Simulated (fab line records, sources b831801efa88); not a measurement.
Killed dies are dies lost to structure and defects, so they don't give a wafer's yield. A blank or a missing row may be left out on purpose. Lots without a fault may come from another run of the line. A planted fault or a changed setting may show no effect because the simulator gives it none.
Problem report in the 8D (eight disciplines) form, filled by code | flow sky130 | the parts of the form that need people (team, actions taken, sign-off) are left out

1. THE PROBLEM
cd_nm at SKY_POLY_GATE_CD_MEAS_22 reads a mean of 135.8 nm on 3 wafers of 2 lots; wafers without a fault read 149.4 nm with a standard deviation of 2. That is -6.8 standard deviations from the usual mean.
First seen on wafer L560.4, day 22 09:50, on cd_sem-01. The record holds 40 wafers of 14 lots with a number at this step. Rule for "out", or "out of limits": more than 4 standard deviations from the usual mean. The other wafers with a number count as sound.

2. WHAT IT IS AND WHAT IT IS NOT
question                    | is                     | is not
which readings at this step | cd_nm                  | -
which lots                  | L560, L562             | L544, L545, L546, L547, L548, L549, L550, L551, L552, L553, L555, L566
which wafers of those lots  | L560.4, L560.5, L562.4 | L562.6
read on which gauges        | cd_sem-01              | cd_sem-02
when                        | from day 22 09:50      | up to then (33 sound wafers); but 4 sound wafers of L562, L566 came after

3. SUSPECTS, AND WHAT RULES EACH OUT
Counting: a tool at a process step up to the reading stays a suspect if it ran every lot that is out. Sound lots after the first of them don't rule it out here, since some wafers of a struck lot are sound.
- the gauge at SKY_POLY_GATE_CD_MEAS_22: ruled out. All the wafers that are out were read on cd_sem-01, but those of them that SKY_POLY_GATE_STRIP_18 has rows for are out there too, on other tools.
- rie_diel-02 at SKY_POLY_GATE_ETCH_15 (etches BARC in N2/H2, stops on SiO2, time 118.5 s, target depth 110 nm): kept. It ran every lot that is out, first L560 (day 22 07:59); its last sound lot up to then is L555 (day 20 14:16).
- plasma_asher-03 at SKY_POLY_GATE_STRIP_18 (strips in O2/N2): kept. It ran every lot that is out, first L560 (day 22 08:20); its last sound lot up to then is L552 (day 19 07:51). Its own readings are out on those wafers: strip_time_to_endpoint_s.
- Within rie_diel-02 at SKY_POLY_GATE_ETCH_15: the wafers that are out ran in chambers 0, 1; their sound lot-mates ran in chamber 2.
Left after counting: rie_diel-02 at SKY_POLY_GATE_ETCH_15, plasma_asher-03 at SKY_POLY_GATE_STRIP_18.

4. THE CAUSE (what the simulator had put in)
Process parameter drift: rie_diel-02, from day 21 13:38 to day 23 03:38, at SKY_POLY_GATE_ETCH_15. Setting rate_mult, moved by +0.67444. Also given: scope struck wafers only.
Counting left 2 suspects, and this tool is among them.

5. THE CHAIN OF EFFECTS, in route order
Each row: a reading whose mean over the struck wafers that have a number lies more than 3 standard deviations from the usual. Only readings for which the record gives a usual standard deviation are gone through. hours: the time from each lot's start at the first step in this table that gives one to its start at this step, as a median over the lots. sigmas: the change in usual standard deviations.
hours | step                     | reading                  | usual      | on struck wafers | change | sigmas
0     | SKY_POLY_GATE_STRIP_18   | oes_product_au           | 0.361 a.u. | 0.335            | -0.026 | -5.9
0     | SKY_POLY_GATE_STRIP_18   | strip_time_to_endpoint_s | 3.16 s     | 2.51             | -0.65  | -20
2     | SKY_POLY_GATE_CD_MEAS_22 | cd_nm                    | 149.4 nm   | 135.8            | -13.6  | -6.8
The process steps in it:
- SKY_POLY_GATE_STRIP_18: strips in O2/N2.

6. WHAT WOULD HAVE CAUGHT IT SOONER
In this record the first reading out of limits at a measuring or inspecting step was taken at day 22 09:50, 20 hours after the fault began at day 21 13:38.
Of the tool readings at SKY_POLY_GATE_ETCH_15 for which the record gives a usual standard deviation, none was out on any struck wafer, so an alarm limit of 4 standard deviations on them would not have fired.
Of the lots that are out (2), L562 began SKY_POLY_GATE_ETCH_15 on rie_diel-02 after day 22 09:50. A hold on the tool at that time would have spared it.
